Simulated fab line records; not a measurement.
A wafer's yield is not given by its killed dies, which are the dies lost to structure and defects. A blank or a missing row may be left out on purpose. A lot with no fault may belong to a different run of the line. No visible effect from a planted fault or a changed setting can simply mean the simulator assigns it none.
What tool caused it? + flow gf180mcu + 39 wafers from 13 lots sampled at 4 of the route's 602 steps

== WHAT THE GAUGES READ, wafer by wafer ==
GF_MVPSD_OVL_MEAS_07.
| lot  | measured     | on         | MVPSD_OVL (nm) |
|------|--------------|------------|----------------|
| L712 | day 5 03:59  | overlay-02 | 0.5 0.3 1.9    |
| L714 | day 5 17:44  | overlay-01 | 1.6 0.8 2.2    |
| L721 | day 7 10:19  | overlay-01 | 1.8 0.0 1.4    |
| L722 | day 7 18:05  | overlay-01 | 1.8 1.2 0.7    |
| L723 | day 7 22:49  | overlay-02 | 4.7 4.8 3.2    |
| L724 | day 8 03:19  | overlay-01 | 1.5 0.0 0.5    |
| L725 | day 8 12:27  | overlay-02 | -0.2 -1.0 -1.2 |
| L726 | day 8 21:27  | overlay-01 | 3.5 1.2 4.0    |
| L728 | day 9 06:38  | overlay-01 | 3.2 4.2 3.8    |
| L729 | day 9 12:03  | overlay-02 | 2.2 1.0 2.3    |
| L730 | day 9 17:05  | overlay-01 | 0.2 -0.1 -0.6  |
| L731 | day 10 00:01 | overlay-02 | 2.1 2.7 2.6    |
| L733 | day 10 11:33 | overlay-01 | 0.7 1.2 -0.7   |

GF_VT_IMPLANT_OVL_MEAS_07.
| lot  | measured     | on         | VT_IMPLANT_OVL (nm) |
|------|--------------|------------|---------------------|
| L712 | day 5 17:55  | overlay-01 | -1.7 -1.4 -2.6      |
| L714 | day 6 08:11  | overlay-01 | -1.7 -2.1 -0.9      |
| L721 | day 8 02:47  | overlay-02 | 0.0 -0.6 0.1        |
| L722 | day 8 10:56  | overlay-01 | -1.9 -1.1 -3.1      |
| L723 | day 8 15:25  | overlay-01 | 3.4 3.6 2.3         |
| L724 | day 8 20:32  | overlay-01 | 1.7 3.2 3.6         |
| L725 | day 9 05:34  | overlay-02 | -0.6 1.8 0.0        |
| L726 | day 9 15:07  | overlay-01 | -2.7 -3.0 -1.1      |
| L728 | day 10 00:22 | overlay-02 | 2.0 1.2 2.3         |
| L729 | day 10 05:21 | overlay-01 | -2.2 -2.3 -2.4      |
| L730 | day 10 10:43 | overlay-01 | -0.6 -0.7 0.3       |
| L731 | day 10 18:32 | overlay-01 | -0.7 0.0 -2.1       |
| L733 | day 11 05:57 | overlay-02 | 0.8 -1.3 1.8        |

GF_HV_LDD_OVL_MEAS_47.
| lot  | measured     | on         | HV_LDD_03_OVL (nm) |
|------|--------------|------------|--------------------|
| L712 | day 12 11:24 | overlay-02 | -0.6 0.8 1.2       |
| L714 | day 13 01:38 | overlay-02 | -2.1 -0.4 -0.1     |
| L721 | day 15 13:37 | overlay-02 | 0.9 1.3 4.6        |
| L722 | day 16 04:07 | overlay-01 | 1.1 -0.8 1.1       |
| L723 | day 16 06:42 | overlay-01 | -1.5 1.7 1.2       |
| L724 | day 16 12:07 | overlay-01 | 0.1 0.4 0.0        |
| L725 | day 17 03:01 | overlay-01 | -1.0 -0.3 -1.7     |
| L726 | day 17 20:04 | overlay-01 | -0.8 0.2 0.1       |
| L728 | day 18 07:08 | overlay-01 | -1.0 0.0 1.0       |
| L729 | day 18 13:34 | overlay-01 | -1.7 -0.2 -0.8     |
| L730 | day 18 17:16 | overlay-02 | -2.3 -1.9 0.5      |
| L731 | day 19 05:20 | overlay-02 | 1.3 0.9 1.3        |
| L733 | day 19 16:43 | overlay-01 | -1.1 -3.1 -0.3     |

== EACH LOT AND THE TOOL THAT RAN IT (in order: tool; ch and the chambers of the sampled wafers; start) ==
| lot  | GF_MVSD_EXPOSE_04                 |
|------|-----------------------------------|
| L712 | ilineStepper-01 ch 0, day 4 07:24 |
| L714 | ilineStepper-02 ch 0, day 4 20:27 |
| L721 | ilineStepper-02 ch 0, day 6 11:26 |
| L722 | ilineStepper-02 ch 0, day 6 18:50 |
| L723 | ilineStepper-02 ch 0, day 6 22:34 |
| L724 | ilineStepper-01 ch 0, day 7 03:46 |
| L725 | ilineStepper-01 ch 0, day 7 11:44 |
| L726 | ilineStepper-01 ch 0, day 7 20:15 |
| L728 | ilineStepper-01 ch 0, day 8 05:21 |
| L729 | ilineStepper-02 ch 0, day 8 11:37 |
| L730 | ilineStepper-02 ch 0, day 8 15:07 |
| L731 | ilineStepper-02 ch 0, day 8 22:16 |
| L733 | ilineStepper-01 ch 0, day 9 09:44 |
- GF_MVSD_EXPOSE_04: exposes mask MVSD, target cd 1000 nm.

== WHAT THE TOOLS THEMSELVES READ (means of the sampled wafers that have a number; where no wafer has one, the mark that the record gives instead) ==
GF_MVSD_EXPOSE_04.
| lot  | tool            | reticleTempC (C) |
|------|-----------------|------------------|
| L712 | ilineStepper-01 | 23.01            |
| L714 | ilineStepper-02 | 22.97            |
| L721 | ilineStepper-02 | 23.05            |
| L722 | ilineStepper-02 | 22.98            |
| L723 | ilineStepper-02 | 23.04            |
| L724 | ilineStepper-01 | 22.90            |
| L725 | ilineStepper-01 | 22.96            |
| L726 | ilineStepper-01 | 22.94            |
| L728 | ilineStepper-01 | 23.00            |
| L729 | ilineStepper-02 | 23.10            |
| L730 | ilineStepper-02 | 22.91            |
| L731 | ilineStepper-02 | 22.90            |
| L733 | ilineStepper-01 | 23.02            |

== THE ANSWER, worked out from the rows above alone ==
Rule: usual is defined by the lots themselves. The widest of any qualifying gaps counts: lots, ordered by their means at a reading, are off when they make up no more than a third of the lots, leave a main group of 4 or more, and stand apart from it by 3 or more times the standard deviation of that group's means. The tables above print the reading to a certain number of digits; a main group whose means all agree to those digits is not used. A lot without any number at a reading at which 4 lots or more have one is off too. Where the step has rows for the other lots, those lots are counted as sound. Order of review: gauges by route order, followed by the tools' own readings, for which a lot's mean as printed above is used. At the first step where some lot is off, the reading lying furthest off is the one used; lots without a number count as furthest.
Nothing can be told from this: no lot is off at any reading shown.

== WHAT THE SIMULATOR HAD INSERTED ==
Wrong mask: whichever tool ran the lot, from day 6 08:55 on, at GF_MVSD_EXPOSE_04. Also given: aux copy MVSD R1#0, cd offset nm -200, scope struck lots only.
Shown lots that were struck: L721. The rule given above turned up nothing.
